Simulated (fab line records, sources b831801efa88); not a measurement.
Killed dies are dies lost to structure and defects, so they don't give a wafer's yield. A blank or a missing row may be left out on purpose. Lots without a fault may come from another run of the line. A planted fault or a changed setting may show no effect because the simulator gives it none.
fab line records | flow gf180mcu
record lots=5 wafers=15 last_day=33
route steps=602 shown POLY_GATE@169 HV_LDD@176
lots that met no fault: from a run of the same line without faults
start_h: hours from the record's first day to the start of the lot's first wafer shown | wait_h: hours since the lot's step before | " the same as in the row above | L1.1+2: a row that stands for several wafers | - no value, or no start given | * or withheld: withheld | < > ~ a bound
route shown NAME@n: a module of which the file shows steps, and the number in the route of the first | usual: mean/standard deviation of fault-free wafers | same: alike in all rows | chamber/n: place in a boat | sites: the reading at each site | _std_site: their standard deviation | _edge_site: outer sites' mean less inner sites' | radius_mm: how far each site lies from the wafer's centre | mask NAME#n: copy n | behind: the tool/chamber that last shaped the wafer | hold: why the lot was held/for how many hours/how that ended | device: the transistor (n, p or np) that didn't switch | end of line: the same wafers' tests at the end of the route | a step without rows: its recipe alone | killed: dies lost to structure and defects at the first sort, not the wafer's yield | map: a wafer's dies, x killed, . not, _ none there
set.NAME: the setting as run; set.NAME@STEP: as run at that earlier step | model.NAME: the simulator's own value behind a step, which no gauge read
lots at some steps of the route; a table a step, a row a wafer
services: from which hour (start_h, from the record's first day; less than 0 if before it) a tool's chamber was out of use, for how many hours, and why
## steps
# step GF_POLY_GATE_ETCH_12
# recipe chemistry=N2/H2 target_depth_a=withheld overetch_a=withheld time_s=withheld target=BARC ion_energy_ev=200 source_w=500 bias_w=100 pressure_mtorr=30 n2_flow_sccm=100 h2_flow_sccm=200
# usual chamber_pressure_mTorr=30.003/0.029 drypump_motor_current_A=5.6/0.57 oes_product_au=0.735/0.0045 throttle_valve_pct=13.214/0.0081
# columns lot.wafer tool chamber start_h wait_h chamber_pressure_mTorr drypump_motor_current_A oes_product_au throttle_valve_pct
L076.2 rie_diel-03 0 208.50 0.0 30.014 5.9 0.733 13.220
L076.3 " 1 " " 29.964 6.5 0.743 13.218
L076.6 " 3 " " 29.990 5.9 0.736 13.221
L078.2 rie_diel-04 1 223.40 0.0 29.983 5.6 0.735 13.214
L078.3 " 0 " " 29.983 5.1 0.734 13.214
L078.6 " 3 " " 30.010 4.7 0.737 13.212
L080.3 rie_diel-02 2 237.94 0.0 30.027 4.9 0.734 13.211
L080.5 " 3 " " 30.001 5.8 0.737 13.224
L080.6 " 0 " " 29.977 5.6 0.736 13.217
L085.1 rie_diel-02 3 276.75 0.0 30.083 5.8 0.740 13.197
L085.4 " 2 " " 30.020 5.0 0.728 13.220
L085.5 " 0 " " 30.009 5.6 0.742 13.217
L090.4 rie_diel-04 2 311.69 0.0 30.042 4.9 0.743 13.214
L090.5 " 1 " " 30.039 5.7 0.734 13.224
L090.6 " 2 " " 29.983 4.9 0.736 13.208
# step GF_POLY_GATE_ETCH_13
# recipe target=poly-Si target_depth_nm=198.5 stop_on=SiO2 over_etch_frac=0.403 chemistry=HBr/Cl2 icp_w=400 bias_w=100 pressure_mtorr=10 HBr_flow_sccm=150 Cl2_flow_sccm=50 time_s=69.6
# usual chamber_pressure_mTorr=10.001/0.0096 drypump_motor_current_A=5.8/0.32 oes_product_au=0.990/0.0074 throttle_valve_pct=33.685/0.0089
# columns lot.wafer tool chamber start_h wait_h chamber_pressure_mTorr drypump_motor_current_A oes_product_au rf_hours_counter_h throttle_valve_pct
L076.2 rie_si-01 3 208.55 - 9.996 5.9 0.982 61 33.676
L076.3 " 0 " " 9.992 6.1 0.986 49 33.688
L076.6 " 3 " " 10.012 5.9 0.991 - 33.688
L078.2 rie_si-02 3 223.45 - 10.011 6.0 0.983 1 33.679
L078.3 " 0 " " 10.014 5.9 0.998 4 33.677
L078.6 " 1 " " 10.003 5.1 1.000 - 33.673
L080.3 rie_si-01 1 237.99 - 9.989 5.5 0.980 88 33.695
L080.5 " 1 " " 10.007 5.5 0.969 - 33.682
L080.6 " 2 " " 10.023 6.2 0.984 - 33.693
L085.1 rie_si-01 0 276.80 - 10.001 6.1 0.992 50 33.693
L085.4 " 3 " " 9.990 5.9 0.992 62 33.688
L085.5 " 1 " " 10.003 5.5 0.993 - 33.684
L090.4 rie_si-01 2 311.74 - 9.999 6.2 0.988 63 33.671
L090.5 " 0 " " 10.007 6.1 0.981 - 33.666
L090.6 " 1 " " 9.998 5.5 0.981 - 33.696
# step GF_POLY_GATE_STRIP_14
# recipe chemistry=O2/N2 power_w=1400 pressure_mtorr=1500 platen_temp_c=250 o2_flow_sccm=3000 n2_flow_sccm=300 overash_fraction=0.5
# usual chamber_pressure_mTorr=1499.9/1.4 drypump_motor_current_A=6.2/0.44 heater_power_w=315/28 oes_product_au=0.504/0.0053
# columns lot.wafer tool chamber start_h wait_h chamber_pressure_mTorr drypump_motor_current_A heater_power_w oes_product_au rf_hours_counter_h
L076.2 plasma_asher-04 0 208.60 0.0 1499.6 6.6 306 0.511 54
L076.3 " 1 " " 1500.7 6.6 324 0.507 -
L076.6 " 1 " " 1499.3 6.6 321 0.507 -
L078.2 plasma_asher-04 0 223.50 0.0 1498.9 6.6 315 0.505 56
L078.3 " 0 " " 1500.5 6.6 320 0.503 -
L078.6 " 0 " " 1498.1 6.6 322 0.501 -
L080.3 plasma_asher-04 0 238.08 0.1 1497.7 6.6 321 0.494 -
L080.5 " 1 " " 1498.3 6.6 334 0.504 -
L080.6 " 0 " " 1499.8 6.6 321 0.500 -
L085.1 plasma_asher-01 0 276.85 0.0 1499.1 5.3 270 0.504 14
L085.4 " 1 " " 1502.6 6.0 352 0.508 -
L085.5 " 0 " " 1499.5 5.3 271 0.496 -
L090.4 plasma_asher-02 1 311.83 0.1 1499.6 6.0 277 0.501 -
L090.5 " 1 " " 1499.1 6.0 266 0.502 -
L090.6 " 0 " " 1502.2 5.8 350 0.507 -
# step GF_POLY_GATE_CLEAN_15
# recipe chemistry=SC1/SC2 mix=1:4:20 temp_c=70 time_s=150 dry=n2_spin
# columns lot.wafer tool chamber start_h wait_h
L076.2+3+6 wet_bench-02 2 208.70 0.1
L078.2+3+6 wet_bench-03 1 223.60 0.1
L080.3+5+6 wet_bench-02 3 238.15 0.0
L085.1+4+5 wet_bench-03 0 276.95 0.1
L090.4+5+6 wet_bench-03 1 311.89 0.0
# step GF_POLY_GATE_OXIDATION_16
# recipe temp_c=850 ambient=O2 stabilise_s=600 purge_s=300 target_thk_a=40 ox_time_s=899
# columns lot.wafer tool chamber start_h wait_h
L076.2+3+6 furnace-01 0 208.75 0.0
L078.2+3+6 furnace-02 0 223.72 0.0
L080.3+5+6 furnace-02 0 239.11 0.9
L085.1+4+5 furnace-01 0 277.00 0.0
L090.4+5+6 furnace-02 0 313.09 1.1
# step GF_POLY_GATE_THK_MEAS_17
# recipe reads=SiO2_of_POLY_GATE_OXIDATION_16
# usual POLY_GATE_OXIDATION_THK=3.97/0.086
# columns lot.wafer tool chamber start_h wait_h POLY_GATE_OXIDATION_THK[nm]
L076.2 film_metro-03 - 210.01 0.0 3.85
L076.3 " - " " 3.84
L076.6 " - " " 3.89
L078.2 film_metro-02 - 224.98 0.0 4.03
L078.3 " - " " 4.10
L078.6 " - " " 4.11
L080.3 film_metro-02 - 240.38 0.0 4.12
L080.5 " - " " 4.16
L080.6 " - " " 4.22
L085.1 film_metro-03 - 278.25 0.0 3.87
L085.4 " - " " 3.84
L085.5 " - " " 4.00
L090.4 film_metro-03 - 314.37 0.0 3.97
L090.5 " - " " 3.93
L090.6 " - " " 3.97
# step GF_POLY_GATE_CD_MEAS_18
# usual cd_nm=279.4/1.5
# columns lot.wafer tool chamber start_h wait_h cd_nm
L076.2 cd_sem-02 - 210.09 0.1 281.1
L076.3 " - " " 280.5
L076.6 " - " " 281.6
L078.2 cd_sem-01 - 225.06 0.1 279.1
L078.3 " - " " 279.6
L078.6 " - " " 281.5
L080.3 cd_sem-01 - 240.48 0.1 277.8
L080.5 " - " " 278.2
L080.6 " - " " 278.0
L085.1 cd_sem-02 - 278.31 0.1 277.1
L085.4 " - " " 278.8
L085.5 " - " " 278.5
L090.4 cd_sem-02 - 314.48 0.1 279.3
L090.5 " - " " 281.5
L090.6 " - " " 280.8
# step GF_HV_LDD_DEHYDRATE_00
# recipe temp_c=200 time_s=60
# columns lot.wafer tool chamber start_h wait_h
L076.2+3+6 litho_track-04 0 218.66 8.5
L078.2+3+6 litho_track-04 0 233.16 8.1
L080.3+5+6 litho_track-03 0 249.03 8.5
L085.1+4+5 litho_track-04 0 287.58 9.2
L090.4+5+6 litho_track-04 0 324.61 10.1
# step GF_HV_LDD_HMDS_01
# recipe prime_time_s=60 prime_temp_c=120
# columns lot.wafer tool chamber start_h wait_h
L076.2+3+6 litho_track-04 0 218.81 0.1
L078.2+3+6 litho_track-04 0 233.31 0.1
L080.3+5+6 litho_track-03 0 249.18 0.1
L085.1+4+5 litho_track-04 0 287.73 0.1
L090.4+5+6 litho_track-04 0 324.76 0.1
# step GF_HV_LDD_COAT_02
# recipe resist=NOVOLAK spin_rpm=3000 resist_thk_nm=1000
# columns lot.wafer tool chamber start_h wait_h
L076.2+3+6 litho_track-04 0 218.96 0.1
L078.2+3+6 litho_track-04 0 233.46 0.1
L080.3+5+6 litho_track-03 0 249.33 0.1
L085.1+4+5 litho_track-04 0 287.88 0.1
L090.4+5+6 litho_track-04 0 324.91 0.1
# step GF_HV_LDD_SOFTBAKE_03
# recipe temp_c=90 time_s=60 resist=NOVOLAK
# columns lot.wafer tool chamber start_h wait_h
L076.2+3+6 litho_track-04 0 219.11 0.1
L078.2+3+6 litho_track-04 0 233.61 0.1
L080.3+5+6 litho_track-03 0 249.48 0.1
L085.1+4+5 litho_track-04 0 288.03 0.1
L090.4+5+6 litho_track-04 0 325.06 0.1
# step GF_HV_LDD_EXPOSE_04
# recipe mask_id=Nplus_LV_AREA target_cd_nm=400 na=0.6 source_shape=conventional sigma_outer=0.6 dose_mj=137.6
# columns lot.wafer tool chamber start_h wait_h mask
L076.2+3+6 iline_stepper-02 0 - - Nplus_LV_AREA#0
L078.2+3+6 iline_stepper-01 0 - - Nplus_LV_AREA#0
L080.3+5+6 iline_stepper-02 0 - - Nplus_LV_AREA#0
L085.1+4+5 iline_stepper-02 0 - - Nplus_LV_AREA#0
L090.4+5+6 iline_stepper-01 0 - - Nplus_LV_AREA#0
# step GF_HV_LDD_PEB_05
# recipe temp_c=withheld time_s=* resist=NOVOLAK
# columns lot.wafer tool chamber start_h wait_h
L076.2+3+6 litho_track-01 0 - -
L078.2+3+6 litho_track-03 0 - -
L080.3+5+6 litho_track-01 0 - -
L085.1+4+5 litho_track-03 0 - -
L090.4+5+6 litho_track-04 0 - -
# step GF_HV_LDD_DEVELOP_06
# recipe develop_time_s=60 dev_temp_c=23
# columns lot.wafer tool chamber start_h wait_h
L076.2+3+6 litho_track-01 0 227.67 0.1
L078.2+3+6 litho_track-03 0 242.41 0.1
L080.3+5+6 litho_track-01 0 259.24 0.1
L085.1+4+5 litho_track-03 0 298.13 0.1
L090.4+5+6 litho_track-04 0 335.81 0.1
# step GF_HV_LDD_CD_MEAS_07
# recipe target_cd_nm=400
# usual cd_nm=399.8/2.1
# columns lot.wafer tool chamber start_h wait_h cd_nm
L076.2 cd_sem-02 - 227.81 0.1 398.9
L076.3 " - " " 400.9
L076.6 " - " " 398.0
L078.2 cd_sem-01 - 242.55 0.1 401.8
L078.3 " - " " 400.6
L078.6 " - " " 400.5
L080.3 cd_sem-02 - 259.38 0.1 395.9
L080.5 " - " " 396.9
L080.6 " - " " 394.1
L085.1 cd_sem-02 - 298.28 0.1 399.1
L085.4 " - " " 401.1
L085.5 " - " " 400.4
L090.4 cd_sem-01 - 335.94 0.1 400.6
L090.5 " - " " 401.9
L090.6 " - " " 401.8
# step GF_HV_LDD_OVL_MEAS_08
# usual HV_LDD_OVL=0.6/1.6
# columns lot.wafer tool chamber start_h wait_h HV_LDD_OVL[nm]
L076.2 overlay-01 - 227.92 0.1 0.8
L076.3 " - " " 0.0
L076.6 " - " " 0.3
L078.2 overlay-02 - 242.66 0.1 0.1
L078.3 " - " " -0.7
L078.6 " - " " -0.2
L080.3 overlay-02 - 259.47 0.1 -1.2
L080.5 " - " " -0.3
L080.6 " - " " -1.5
L085.1 overlay-01 - 298.40 0.1 3.4
L085.4 " - " " 2.6
L085.5 " - " " 2.7
L090.4 overlay-02 - 336.02 0.1 0.0
L090.5 " - " " -0.4
L090.6 " - " " -0.6
# step GF_HV_LDD_IMPLANT_09
# recipe species=As energy_kev=40 dose_cm2=1e+14 tilt_deg=7
# columns lot.wafer tool chamber start_h wait_h
L076.2+3+6 implanter-02 0 227.97 0.0
L078.2+3+6 implanter-03 0 242.71 0.0
L080.3+5+6 implanter-01 0 259.55 0.1
L085.1+4+5 implanter-03 0 298.44 0.0
L090.4+5+6 implanter-01 0 336.11 0.1
# step GF_HV_LDD_STRIP_10
# recipe chemistry=O2/N2 power_w=1400 pressure_mtorr=1500 platen_temp_c=250 o2_flow_sccm=3000 n2_flow_sccm=300 overash_fraction=0.5
# usual chamber_pressure_mTorr=1500.1/1.4 drypump_motor_current_A=6.0/0.48 heater_power_w=309/30 oes_product_au=0.716/0.0047 strip_time_to_endpoint_s=12.63/0.032
# columns lot.wafer tool chamber start_h wait_h chamber_pressure_mTorr drypump_motor_current_A heater_power_w oes_product_au rf_hours_counter_h strip_time_to_endpoint_s
L076.2 plasma_asher-04 1 228.10 0.1 1500.7 6.6 316 0.712 56 12.69
L076.3 " 1 " " 1499.5 6.6 317 0.712 - 12.64
L076.6 " 0 " " 1499.1 6.6 329 0.721 - 12.67
L078.2 plasma_asher-03 1 242.84 0.1 1499.0 5.9 332 0.718 48 12.66
L078.3 " 0 " " 1500.9 5.4 263 0.720 - 12.65
L078.6 " 1 " " 1500.6 5.9 337 0.721 - 12.61
L080.3 plasma_asher-03 0 259.68 0.1 1501.2 5.4 263 0.724 - 12.61
L080.5 " 0 " " 1501.6 5.4 259 0.718 - 12.62
L080.6 " 1 " " 1500.1 5.9 342 0.723 - 12.62
L085.1 plasma_asher-03 1 298.59 0.1 1497.5 5.9 336 0.718 55 12.64
L085.4 " 0 " " 1498.3 5.4 260 0.724 - 12.67
L085.5 " 0 " " 1502.0 5.4 262 0.714 - 12.63
L090.4 plasma_asher-04 0 336.22 0.1 1499.5 6.6 327 0.719 - 12.63
L090.5 " 0 " " 1500.7 6.6 324 0.719 - 12.64
L090.6 " 1 " " 1500.6 6.6 322 0.712 - 12.67
# step GF_HV_LDD_TW_MEAS_11
# usual HV_LDD_TW=2402/20
# columns lot.wafer tool chamber start_h wait_h HV_LDD_TW
L076.2 film_metro-02 - 228.21 0.1 2393
L076.3 " - " " 2395
L076.6 " - " " 2388
L078.2 film_metro-04 - 242.95 0.1 2423
L078.3 " - " " 2433
L078.6 " - " " 2433
L080.3 film_metro-04 - 259.77 0.1 2448
L080.5 " - " " 2425
L080.6 " - " " 2427
L085.1 film_metro-04 - 298.69 0.1 2428
L085.4 " - " " 2437
L085.5 " - " " 2411
L090.4 film_metro-01 - 336.32 0.1 2374
L090.5 " - " " 2384
L090.6 " - " " 2386
# step GF_HV_LDD_DEHYDRATE_12
# recipe temp_c=200 time_s=60
# columns lot.wafer tool chamber start_h wait_h
L076.2+3+6 litho_track-01 0 236.97 8.7
L078.2+3+6 litho_track-04 0 251.41 8.4
L080.3+5+6 litho_track-01 0 268.49 8.7
L085.1+4+5 litho_track-04 0 308.18 9.5
L090.4+5+6 litho_track-04 0 346.61 10.3
# step GF_HV_LDD_HMDS_13
# recipe prime_time_s=60 prime_temp_c=120
# columns lot.wafer tool chamber start_h wait_h
L076.2+3+6 litho_track-01 0 237.12 0.1
L078.2+3+6 litho_track-04 0 251.56 0.1
L080.3+5+6 litho_track-01 0 268.64 0.1
L085.1+4+5 litho_track-04 0 308.33 0.1
L090.4+5+6 litho_track-04 0 346.76 0.1
# step GF_HV_LDD_COAT_14
# recipe resist=NOVOLAK spin_rpm=3000 resist_thk_nm=1000
# columns lot.wafer tool chamber start_h wait_h
L076.2+3+6 litho_track-01 0 237.27 0.1
L078.2+3+6 litho_track-04 0 251.71 0.1
L080.3+5+6 litho_track-01 0 268.79 0.1
L085.1+4+5 litho_track-04 0 308.48 0.1
L090.4+5+6 litho_track-04 0 346.91 0.1
# step GF_HV_LDD_SOFTBAKE_15
# recipe temp_c=90 time_s=60 resist=NOVOLAK
# columns lot.wafer tool chamber start_h wait_h
L076.2+3+6 litho_track-01 0 237.42 0.1
L078.2+3+6 litho_track-04 0 251.86 0.1
L080.3+5+6 litho_track-01 0 268.94 0.1
L085.1+4+5 litho_track-04 0 308.63 0.1
L090.4+5+6 litho_track-04 0 347.06 0.1
# step GF_HV_LDD_EXPOSE_16
# recipe mask_id=Pplus_LV_AREA target_cd_nm=400 na=0.6 source_shape=conventional sigma_outer=0.6 dose_mj=140
# columns lot.wafer tool chamber start_h wait_h mask
L076.2+3+6 iline_stepper-02 0 - - Pplus_LV_AREA#0
L078.2+3+6 iline_stepper-02 0 - - Pplus_LV_AREA#0
L080.3+5+6 iline_stepper-01 0 - - Pplus_LV_AREA#0
L085.1+4+5 iline_stepper-01 0 - - Pplus_LV_AREA#0
L090.4+5+6 iline_stepper-01 0 - - Pplus_LV_AREA#0
# step GF_HV_LDD_PEB_17
# recipe temp_c=withheld time_s=* resist=NOVOLAK
# columns lot.wafer tool chamber start_h wait_h
L076.2+3+6 litho_track-04 0 - -
L078.2+3+6 litho_track-01 0 - -
L080.3+5+6 litho_track-01 0 - -
L085.1+4+5 litho_track-04 0 - -
L090.4+5+6 litho_track-04 0 - -
# step GF_HV_LDD_DEVELOP_18
# recipe develop_time_s=60 dev_temp_c=23
# columns lot.wafer tool chamber start_h wait_h
L076.2+3+6 litho_track-04 0 246.46 0.1
L078.2+3+6 litho_track-01 0 261.42 0.1
L080.3+5+6 litho_track-01 0 278.69 0.1
L085.1+4+5 litho_track-04 0 318.98 0.1
L090.4+5+6 litho_track-04 0 357.51 0.1
# step GF_HV_LDD_CD_MEAS_19
# recipe target_cd_nm=400
# usual cd_nm=399.6/2.3
# columns lot.wafer tool chamber start_h wait_h cd_nm
L076.2 cd_sem-01 - 246.60 0.1 395.7
L076.3 " - " " 395.9
L076.6 " - " " 393.1
L078.2 cd_sem-01 - 261.56 0.1 397.8
L078.3 " - " " 398.7
L078.6 " - " " 399.0
L080.3 cd_sem-02 - 278.83 0.1 397.2
L080.5 " - " " 396.4
L080.6 " - " " 396.9
L085.1 cd_sem-01 - 319.13 0.1 402.1
L085.4 " - " " 400.8
L085.5 " - " " 400.4
L090.4 cd_sem-02 - 357.64 0.1 400.8
L090.5 " - " " 401.2
L090.6 " - " " 401.0
# step GF_HV_LDD_OVL_MEAS_20
# usual HV_LDD_01_OVL=0.4/1.4
# columns lot.wafer tool chamber start_h wait_h HV_LDD_01_OVL[nm]
L076.2 overlay-02 - 246.71 0.1 1.1
L076.3 " - " " 0.6
L076.6 " - " " -0.6
L078.2 overlay-02 - 261.67 0.1 1.1
L078.3 " - " " 1.0
L078.6 " - " " 1.4
L080.3 overlay-02 - 278.92 0.1 0.4
L080.5 " - " " 1.1
L080.6 " - " " 0.4
L085.1 overlay-02 - 319.25 0.1 0.7
L085.4 " - " " 0.5
L085.5 " - " " -0.8
L090.4 overlay-02 - 357.72 0.1 1.2
L090.5 " - " " -0.1
L090.6 " - " " 1.1
# step GF_HV_LDD_IMPLANT_21
# recipe species=BF2 energy_kev=25 dose_cm2=5e+13 tilt_deg=7
# columns lot.wafer tool chamber start_h wait_h
L076.2+3+6 implanter-03 0 246.76 0.0
L078.2+3+6 implanter-03 0 261.72 0.0
L080.3+5+6 implanter-01 0 279.00 0.1
L085.1+4+5 implanter-03 0 319.29 0.0
L090.4+5+6 implanter-02 0 357.81 0.1
# step GF_HV_LDD_STRIP_22
# recipe chemistry=O2/N2 power_w=1400 pressure_mtorr=1500 platen_temp_c=250 o2_flow_sccm=3000 n2_flow_sccm=300 overash_fraction=0.5
# usual chamber_pressure_mTorr=1500.2/1.2 drypump_motor_current_A=6.0/0.48 heater_power_w=307/31 oes_product_au=0.716/0.0048 strip_time_to_endpoint_s=12.63/0.034
# columns lot.wafer tool chamber start_h wait_h chamber_pressure_mTorr drypump_motor_current_A heater_power_w oes_product_au rf_hours_counter_h strip_time_to_endpoint_s
L076.2 plasma_asher-04 1 246.89 0.1 1499.3 6.6 324 0.714 58 12.65
L076.3 " 1 " " 1498.3 6.6 321 0.710 - 12.60
L076.6 " 1 " " 1498.8 6.6 331 0.710 - 12.65
L078.2 plasma_asher-04 0 261.85 0.1 1503.9 6.6 317 0.713 60 12.70
L078.3 " 0 " " 1500.0 6.6 321 0.706 - 12.70
L078.6 " 0 " " 1501.5 6.6 325 0.711 - 12.66
L080.3 plasma_asher-03 0 279.13 0.1 1499.2 5.4 261 0.718 - 12.61
L080.5 " 0 " " 1502.4 5.4 263 0.723 - 12.60
L080.6 " 1 " " 1500.3 5.9 330 0.716 - 12.63
L085.1 plasma_asher-02 1 319.44 0.1 1499.6 6.0 278 0.714 66 12.71
L085.4 " 1 " " 1501.0 6.0 276 0.711 - 12.67
L085.5 " 1 " " 1501.7 6.0 270 0.709 - 12.66
L090.4 plasma_asher-04 1 357.92 0.1 1501.2 6.6 319 0.720 - 12.61
L090.5 " 1 " " 1501.1 6.6 323 0.716 - 12.61
L090.6 " 0 " " 1501.7 6.6 324 0.718 - 12.65
# step GF_HV_LDD_TW_MEAS_23
# usual HV_LDD_2_TW=1056/7.6
# columns lot.wafer tool chamber start_h wait_h HV_LDD_2_TW
L076.2 film_metro-04 - 247.00 0.1 1061
L076.3 " - " " 1063
L076.6 " - " " 1061
L078.2 film_metro-02 - 261.96 0.1 1049
L078.3 " - " " 1049
L078.6 " - " " 1053
L080.3 film_metro-01 - 279.22 0.1 1047
L080.5 " - " " 1043
L080.6 " - " " 1048
L085.1 film_metro-01 - 319.54 0.1 1048
L085.4 " - " " 1046
L085.5 " - " " 1051
L090.4 film_metro-04 - 358.02 0.1 1060
L090.5 " - " " 1064
L090.6 " - " " 1065
# step GF_HV_LDD_DEHYDRATE_24
# recipe temp_c=200 time_s=60
# columns lot.wafer tool chamber start_h wait_h
L076.2+3+6 litho_track-04 0 255.71 8.7
L078.2+3+6 litho_track-04 0 270.56 8.6
L080.3+5+6 litho_track-03 0 289.08 9.9
L085.1+4+5 litho_track-03 0 329.78 10.2
L090.4+5+6 litho_track-03 0 368.46 10.4
# step GF_HV_LDD_HMDS_25
# recipe prime_time_s=60 prime_temp_c=119.5
# columns lot.wafer tool chamber start_h wait_h
L076.2+3+6 litho_track-04 0 255.86 0.1
L078.2+3+6 litho_track-04 0 270.71 0.1
L080.3+5+6 litho_track-03 0 289.23 0.1
L085.1+4+5 litho_track-03 0 329.93 0.1
L090.4+5+6 litho_track-03 0 368.61 0.1
# step GF_HV_LDD_COAT_26
# recipe resist=NOVOLAK spin_rpm=3000 resist_thk_nm=1000
# columns lot.wafer tool chamber start_h wait_h
L076.2+3+6 litho_track-04 0 256.01 0.1
L078.2+3+6 litho_track-04 0 270.86 0.1
L080.3+5+6 litho_track-03 0 289.38 0.1
L085.1+4+5 litho_track-03 0 330.08 0.1
L090.4+5+6 litho_track-03 0 368.76 0.1
# step GF_HV_LDD_SOFTBAKE_27
# recipe temp_c=90 time_s=60 resist=NOVOLAK
# columns lot.wafer tool chamber start_h wait_h
L076.2+3+6 litho_track-04 0 256.16 0.1
L078.2+3+6 litho_track-04 0 271.01 0.1
L080.3+5+6 litho_track-03 0 289.53 0.1
L085.1+4+5 litho_track-03 0 330.23 0.1
L090.4+5+6 litho_track-03 0 368.91 0.1
# step GF_HV_LDD_EXPOSE_28
# recipe mask_id=Nplus_HV_AREA target_cd_nm=400 na=0.6 source_shape=conventional sigma_outer=0.6 dose_mj=140
# columns lot.wafer tool chamber start_h wait_h mask
L076.2+3+6 iline_stepper-02 0 - - Nplus_HV_AREA#0
L078.2+3+6 iline_stepper-01 0 - - Nplus_HV_AREA#0
L080.3+5+6 iline_stepper-01 0 - - Nplus_HV_AREA#0
L085.1+4+5 iline_stepper-02 0 - - Nplus_HV_AREA#0
L090.4+5+6 iline_stepper-02 0 - - Nplus_HV_AREA#0
# step GF_HV_LDD_PEB_29
# recipe temp_c=withheld time_s=* resist=NOVOLAK
# columns lot.wafer tool chamber start_h wait_h
L076.2+3+6 litho_track-03 0 - -
L078.2+3+6 litho_track-04 0 - -
L080.3+5+6 litho_track-01 0 - -
L085.1+4+5 litho_track-04 0 - -
L090.4+5+6 litho_track-04 0 - -
# step GF_HV_LDD_DEVELOP_30
# recipe develop_time_s=60 dev_temp_c=23
# columns lot.wafer tool chamber start_h wait_h
L076.2+3+6 litho_track-03 0 265.26 0.1
L078.2+3+6 litho_track-04 0 280.36 0.1
L080.3+5+6 litho_track-01 0 299.89 0.1
L085.1+4+5 litho_track-04 0 341.18 0.1
L090.4+5+6 litho_track-04 0 379.71 0.1
# step GF_HV_LDD_CD_MEAS_31
# recipe target_cd_nm=400
# usual cd_nm=400.0/1.8
# columns lot.wafer tool chamber start_h wait_h cd_nm
L076.2 cd_sem-02 - 265.40 0.1 401.8
L076.3 " - " " 403.1
L076.6 " - " " 400.6
L078.2 cd_sem-01 - 280.50 0.1 400.3
L078.3 " - " " 401.5
L078.6 " - " " 400.3
L080.3 cd_sem-02 - 300.03 0.1 399.6
L080.5 " - " " 399.2
L080.6 " - " " 398.6
L085.1 cd_sem-02 - 341.33 0.1 397.8
L085.4 " - " " 397.5
L085.5 " - " " 397.5
L090.4 cd_sem-02 - 379.84 0.1 399.3
L090.5 " - " " 402.9
L090.6 " - " " 400.1
# step GF_HV_LDD_OVL_MEAS_32
# usual HV_LDD_02_OVL=0.8/1.3
# columns lot.wafer tool chamber start_h wait_h HV_LDD_02_OVL[nm]
L076.2 overlay-02 - 265.51 0.1 0.7
L076.3 " - " " 0.1
L076.6 " - " " -1.8
L078.2 overlay-01 - 280.61 0.1 0.7
L078.3 " - " " 1.1
L078.6 " - " " 1.8
L080.3 overlay-01 - 300.12 0.1 0.9
L080.5 " - " " 3.4
L080.6 " - " " 1.5
L085.1 overlay-01 - 341.45 0.1 0.9
L085.4 " - " " 1.4
L085.5 " - " " 1.6
L090.4 overlay-02 - 379.92 0.1 0.8
L090.5 " - " " 1.1
L090.6 " - " " 1.6
# step GF_HV_LDD_IMPLANT_33
# recipe species=P energy_kev=60 dose_cm2=7.5e+12 tilt_deg=30 rotation_deg=0
# columns lot.wafer tool chamber start_h wait_h
L076.2+3+6 implanter-03 0 265.56 0.0
L078.2+3+6 implanter-01 0 280.66 0.0
L080.3+5+6 implanter-01 0 300.20 0.1
L085.1+4+5 implanter-03 0 341.49 0.0
L090.4+5+6 implanter-01 0 380.01 0.1
# step GF_HV_LDD_IMPLANT_34
# recipe species=P energy_kev=60 dose_cm2=7.5e+12 tilt_deg=30 rotation_deg=90
# columns lot.wafer tool chamber start_h wait_h
L076.2+3+6 implanter-03 0 265.71 0.1
L078.2+3+6 implanter-01 0 280.81 0.1
L080.3+5+6 implanter-01 0 300.35 0.1
L085.1+4+5 implanter-03 0 341.64 0.1
L090.4+5+6 implanter-01 0 380.16 0.1
# step GF_HV_LDD_IMPLANT_35
# recipe species=P energy_kev=60 dose_cm2=7.5e+12 tilt_deg=30 rotation_deg=180
# columns lot.wafer tool chamber start_h wait_h
L076.2+3+6 implanter-03 0 265.86 0.1
L078.2+3+6 implanter-01 0 280.96 0.1
L080.3+5+6 implanter-01 0 300.50 0.1
L085.1+4+5 implanter-03 0 341.79 0.1
L090.4+5+6 implanter-01 0 380.31 0.1
# step GF_HV_LDD_IMPLANT_36
# recipe species=P energy_kev=60 dose_cm2=7.5e+12 tilt_deg=30 rotation_deg=270
# columns lot.wafer tool chamber start_h wait_h
L076.2+3+6 implanter-03 0 266.01 0.1
L078.2+3+6 implanter-01 0 281.11 0.1
L080.3+5+6 implanter-01 0 300.65 0.1
L085.1+4+5 implanter-03 0 341.94 0.1
L090.4+5+6 implanter-01 0 380.46 0.1
## services
# columns tool chamber start_h hours kind
implanter-01 - 201.94 2.0 repair
iline_stepper-01 - 206.26 2.1 repair
rie_si-01 2 206.52 3.4 repair
plasma_asher-02 - 214.61 4.2 repair
implanter-01 - 215.17 1.1 repair
iline_stepper-01 - 227.05 1.7 pm
iline_stepper-02 - 239.01 1.7 pm
furnace-02 - 241.81 3.5 pm
iline_stepper-01 - 247.17 13.0 repair
rie_diel-04 0 263.61 4.9 repair
implanter-02 - 269.10 3.4 pm
rie_diel-04 - 273.06 2.8 pm
implanter-02 - 281.51 6.3 repair
rie_diel-04 1 288.37 6.1 repair
furnace-02 - 297.53 3.6 pm
rie_diel-04 3 305.65 4.7 repair
furnace-01 - 308.06 4.3 pm
implanter-02 - 308.26 0.7 repair
implanter-03 - 312.43 6.3 pm
rie_diel-02 - 315.93 2.8 pm
rie_diel-04 2 316.77 9.3 repair
implanter-02 - 318.62 2.6 repair
plasma_asher-03 - 337.55 1.8 repair
iline_stepper-01 - 349.01 3.2 repair
## key
fault none
